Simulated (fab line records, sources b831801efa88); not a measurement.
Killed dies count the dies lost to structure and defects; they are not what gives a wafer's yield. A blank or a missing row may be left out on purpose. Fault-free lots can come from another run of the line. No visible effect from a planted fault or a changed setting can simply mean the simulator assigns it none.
Which tool is to blame? + flow sky130 + Sampling: 13 lots, 39 wafers, 3 of 708 route steps

== WHAT EACH GAUGE READ, for each wafer ==
SKY_CONTACT_THK_MEAS_26: measures by xrf. Usual: CONTACT_W_THK 343 nm, standard deviation 3.6.
| lot  | measured     | on           | CONTACT_W_THK (nm) | flag |
|------|--------------|--------------|--------------------|------|
| L747 | day 31 09:39 | filmMetro-03 | 342 345 343        |      |
| L749 | day 32 09:32 | filmMetro-02 | 347 345 341        |      |
| L750 | day 32 16:26 | filmMetro-02 | 343 345 347        |      |
| L751 | day 33 01:20 | filmMetro-02 | 338 341 338        |      |
| L754 | day 34 06:38 | filmMetro-02 | 342 341 346        |      |
| L756 | day 34 17:04 | filmMetro-03 | 341 342 341        |      |
| L760 | day 35 18:31 | filmMetro-03 | 342 347 344        |      |
| L761 | day 36 00:41 | filmMetro-03 | 345 344 344        |      |
| L764 | day 36 20:20 | filmMetro-03 | 345 340 340        |      |
| L767 | day 37 21:47 | filmMetro-04 | 349 347 342        |      |
| L768 | day 38 01:57 | filmMetro-02 | 343 344 348        |      |
| L769 | day 38 11:44 | filmMetro-02 | 335 341 344        |      |
| L770 | day 38 12:54 | filmMetro-02 | 342 342 340        |      |

== TOOL THAT RAN EACH LOT (tool first, then ch and the chambers of the sampled wafers, then the start) ==
| lot  | SKY_NWELL_STRIP_25                  | SKY_SONOS_TUNNEL_COAT_02         |
|------|-------------------------------------|----------------------------------|
| L747 | plasmaAsher-03 ch 0,1, day 5 04:12  | lithoTrack-02 ch 0, day 10 17:42 |
| L749 | plasmaAsher-02 ch 0,1, day 5 19:54  | lithoTrack-02 ch 0, day 11 15:16 |
| L750 | plasmaAsher-03 ch 0,1, day 6 02:09  | lithoTrack-04 ch 0, day 11 19:57 |
| L751 | plasmaAsher-01 ch 0,1, day 6 07:32  | lithoTrack-04 ch 0, day 12 04:38 |
| L754 | plasmaAsher-01 ch 0,1, day 7 05:09  | lithoTrack-04 ch 0, day 13 08:57 |
| L756 | plasmaAsher-03 ch 0,1, day 7 16:09  | lithoTrack-01 ch 0, day 13 23:16 |
| L760 | plasmaAsher-01 ch 0,1, day 8 15:20  | lithoTrack-01 ch 0, day 15 03:58 |
| L761 | plasmaAsher-01 ch 1, day 8 19:41    | lithoTrack-01 ch 0, day 15 10:08 |
| L764 | plasmaAsher-01 ch 0,1, day 9 12:47  | lithoTrack-04 ch 0, day 16 08:00 |
| L767 | plasmaAsher-01 ch 0,1, day 10 07:47 | lithoTrack-02 ch 0, day 17 09:36 |
| L768 | plasmaAsher-02 ch 0,1, day 10 13:08 | lithoTrack-01 ch 0, day 17 15:25 |
| L769 | plasmaAsher-02 ch 0,1, day 10 21:57 | lithoTrack-01 ch 0, day 18 02:53 |
| L770 | plasmaAsher-03 ch 0,1, day 11 04:27 | lithoTrack-01 ch 0, day 18 10:49 |
- SKY_NWELL_STRIP_25: strips in O2/N2.
- SKY_SONOS_TUNNEL_COAT_02: resist thk 1140 nm.

== AS READ BY THE TOOLS THEMSELVES (means over the sampled wafers that have a number; for cases with no such wafer, the mark the record gives instead) ==
SKY_NWELL_STRIP_25. Usual: drypumpMotorCurrentA 5.4 A, standard deviation 0.49; oesProductAu 0.723 a.u., standard deviation 0.0044; stripTimeToEndpointS 36.86 s, standard deviation 0.099.
| lot  | tool           | drypumpMotorCurrentA (A) | oesProductAu (a.u.) | stripTimeToEndpointS (s) | flag |
|------|----------------|--------------------------|---------------------|--------------------------|------|
| L747 | plasmaAsher-03 | 5.4                      | 0.718               | 36.88                    |      |
| L749 | plasmaAsher-02 | 6.1                      | 0.725               | 36.87                    |      |
| L750 | plasmaAsher-03 | 5.3                      | 0.725               | 36.92                    |      |
| L751 | plasmaAsher-01 | 5.1                      | 0.720               | 36.89                    |      |
| L754 | plasmaAsher-01 | 5.3                      | 0.724               | 36.92                    |      |
| L756 | plasmaAsher-03 | 5.0                      | 0.719               | 36.85                    |      |
| L760 | plasmaAsher-01 | 5.3                      | 0.726               | 36.64                    |      |
| L761 | plasmaAsher-01 | 5.5                      | 0.721               | 36.86                    |      |
| L764 | plasmaAsher-01 | 5.1                      | 0.725               | 36.83                    |      |
| L767 | plasmaAsher-01 | 5.1                      | 0.724               | 37.01                    |      |
| L768 | plasmaAsher-02 | 6.1                      | 0.718               | 36.80                    |      |
| L769 | plasmaAsher-02 | 6.1                      | 0.725               | 36.96                    |      |
| L770 | plasmaAsher-03 | 5.4                      | 0.723               | 36.77                    |      |

SKY_SONOS_TUNNEL_COAT_02. Usual: spinSpeedRpm 3000.4 rpm, standard deviation 2.3.
| lot  | tool          | spinSpeedRpm (rpm) | flag |
|------|---------------|--------------------|------|
| L747 | lithoTrack-02 | 2999.8             |      |
| L749 | lithoTrack-02 | 3000.0             |      |
| L750 | lithoTrack-04 | 3001.5             |      |
| L751 | lithoTrack-04 | 3002.8             |      |
| L754 | lithoTrack-04 | 3001.1             |      |
| L756 | lithoTrack-01 | 2998.3             |      |
| L760 | lithoTrack-01 | 3100.6             | OFF  |
| L761 | lithoTrack-01 | 3100.5             | OFF  |
| L764 | lithoTrack-04 | 3002.7             |      |
| L767 | lithoTrack-02 | 2998.6             |      |
| L768 | lithoTrack-01 | 2999.8             |      |
| L769 | lithoTrack-01 | 3002.8             |      |
| L770 | lithoTrack-01 | 2999.9             |      |

== THE ANSWER, worked out from the rows above alone ==
Rule: take the mean of a lot's wafers that have a number; if it is more than 3 standard deviations from the usual mean, the lot is off. A lot without any number at a reading at which 4 lots or more have one is off too. The other lots that the step has rows for count as sound. Order of review: gauges by route order, followed by the tools' own readings, for which a lot's mean as printed above is used. The first step at which some lot is off is used, and at that step the reading that is off furthest; a lot without a number counts as furthest.
Off, at SKY_SONOS_TUNNEL_COAT_02 on spinSpeedRpm: L760, L761.
A tool fits if, at that step or a process step before it, it ran every lot that is off, and no sound lot after the first of them. No candidate that was tried fits.

== WHAT WAS PUT IN BY THE SIMULATOR ==
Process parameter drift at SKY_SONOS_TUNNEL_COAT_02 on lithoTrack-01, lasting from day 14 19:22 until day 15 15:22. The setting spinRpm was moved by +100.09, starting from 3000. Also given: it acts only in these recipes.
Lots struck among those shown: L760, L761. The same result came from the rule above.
